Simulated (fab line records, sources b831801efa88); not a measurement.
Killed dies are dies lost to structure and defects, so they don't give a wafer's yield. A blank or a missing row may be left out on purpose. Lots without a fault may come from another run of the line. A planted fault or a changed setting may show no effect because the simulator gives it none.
Split-lot experiment | flow sfq_line | 5 lots, 23 wafers read, on a route of 325 steps

THE SPLIT
At SFQ_TRILAYER_M4_DEP_SPUTTER_091 (material Nb, target thk 200 nm, time 133.3 s), the setting time_s was moved away from the recipe's 133.3 s on 9 of the 23 wafers read, by -11.0% to +14.2%. The other wafers ran this setting at the recipe's value.

FROM THE SPLIT TO THE READING: what the file shows between them, 3 steps
- SFQ_M4_RS_MEAS_924: measures by four-point-probe
- SFQ_TRILAYER_M4_LITHO_COAT_093: resist thk 600 nm (also split here: resist_thk_nm)
- SFQ_TRILAYER_M4_BARC_OPEN_METAL_ETCH_123: etches BARC in O2, target depth 125 nm, time 41.7 s (also split here: bias_w)

THE READING
oes_product_au, in a.u., at SFQ_TRILAYER_M4_ETCH_METAL_ETCH_096 (etches Nb in Cl2/Ar, stops on SiO2, target depth 240 nm, time 120 s). Fault-free wafers of this fab line usually give 0.891 a.u., standard deviation 0.0077 a.u..

wafer  | tool, chamber at the split | time_s as run, s | against the recipe | oes_product_au, a.u. | against lot-mates on the recipe
L074.1 | pvd_sputter-06, -          | 133.3            | recipe             | 0.891                | -
L074.3 | pvd_sputter-06, -          | 133.3            | recipe             | 0.893                | -
L074.6 | pvd_sputter-06, -          | 133.3            | recipe             | 0.901                | -
L075.2 | pvd_sputter-05, -          | 133.3            | recipe             | 0.898                | -
L075.3 | pvd_sputter-05, -          | 152.2            | +14.2%             | 0.974                | +0.076
L075.4 | pvd_sputter-05, -          | 152.2            | +14.2%             | 0.978                | +0.080
L075.5 | pvd_sputter-05, -          | 133.3            | recipe             | 0.900                | -
L075.6 | pvd_sputter-05, -          | 133.3            | recipe             | 0.896                | -
L079.1 | pvd_sputter-03, -          | 118.7            | -11.0%             | 0.832                | -0.068
L079.3 | pvd_sputter-03, -          | 133.3            | recipe             | 0.898                | -
L079.4 | pvd_sputter-03, -          | 118.7            | -11.0%             | 0.831                | -0.069
L079.5 | pvd_sputter-03, -          | 133.3            | recipe             | 0.889                | -
L079.6 | pvd_sputter-03, -          | 133.3            | recipe             | 0.913                | -
L083.1 | pvd_sputter-03, -          | 133.3            | recipe             | 0.873                | -
L083.2 | pvd_sputter-03, -          | 133.3            | recipe             | 0.876                | -
L083.3 | pvd_sputter-03, -          | 121              | -9.2%              | 0.840                | -0.041
L083.4 | pvd_sputter-03, -          | 121              | -9.2%              | 0.837                | -0.044
L083.6 | pvd_sputter-03, -          | 133.3            | recipe             | 0.893                | -
L084.1 | pvd_sputter-05, -          | 152              | +14.0%             | 0.957                | +0.066
L084.2 | pvd_sputter-05, -          | 133.3            | recipe             | 0.890                | -
L084.3 | pvd_sputter-05, -          | 152              | +14.0%             | 0.956                | +0.065
L084.4 | pvd_sputter-05, -          | 152              | +14.0%             | 0.963                | +0.072
L084.5 | pvd_sputter-05, -          | 133.3            | recipe             | 0.891                | -

THE FIT
A straight line over all 23 wafers: oes_product_au changes by +0.00535 a.u. for each +1% of time_s; r = +0.98; the points scatter about the line by 0.0091 a.u..
The same after taking each lot's own level away (the mean of its wafers on the recipe; 23 wafers): +0.00526 a.u. for each +1%; r = +0.99; scatter 0.0071 a.u..
On that fit, the largest move of time_s shifts the reading by 0.075 a.u..
The lots' own levels span 0.8807 to 0.9000 a.u., that is 2.5 times the standard deviation above.
So the lot-to-lot level changes the slope little: the two slopes agree.
Check: with one of the wafers moved furthest among these (+14.2%) left out of the fit, the line predicts +0.0734 a.u. for it against its lot-mates. It came out at +0.076 a.u. against them.

OTHER SPLITS ON THESE WAFERS
These wafers also went through other splits before the reading. Each is held against what the fit with the lots' levels taken away leaves over:
other split on the same wafers                  | wafers away from the commonest value | r with oes_product_au (lot level and that fit taken away)
SFQ_TRILAYER_M3_LITHO_COAT_075 resist_thk_nm    | 7                                    | -0.17
SFQ_TRILAYER_I3_DEP_PECVD_081 time_s            | 10                                   | +0.33
SFQ_TRILAYER_I3_VIA_LITHO_COAT_090 spin_rpm     | 5                                    | -0.03
SFQ_TRILAYER_M4_LITHO_COAT_093 resist_thk_nm    | 7                                    | +0.06
SFQ_TRILAYER_M4_BARC_OPEN_METAL_ETCH_123 bias_w | 9                                    | -0.34

THE WHOLE CHAIN: every reading that the file lists as answering this split, in the file's order
step                                | what it does                                                        | reading                                                                                   | change (the file's fit)                   | r (the file's)
SFQ_TRILAYER_M4_DEP_SPUTTER_091     | material Nb, target thk 200 nm, time 133.3 s                        | Nb_of_TRILAYER_M4_DEP_SPUTTER_091.thk_nm (the simulator's own value, which no gauge read) | +1.98 nm for each +1% of the setting      | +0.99
SFQ_M4_RS_MEAS_924                  | measures by four-point-probe                                        | M4_NB_RS                                                                                  | -0.00875 for each +1% of the setting      | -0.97
SFQ_TRILAYER_M4_ETCH_METAL_ETCH_096 | etches Nb in Cl2/Ar, stops on SiO2, target depth 240 nm, time 120 s | oes_product_au                                                                            | +0.00532 a.u. for each +1% of the setting | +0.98

THE FILE'S OWN FIT
oes_product_au changes by +0.00532 a.u. for each +1% of time_s, r = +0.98.
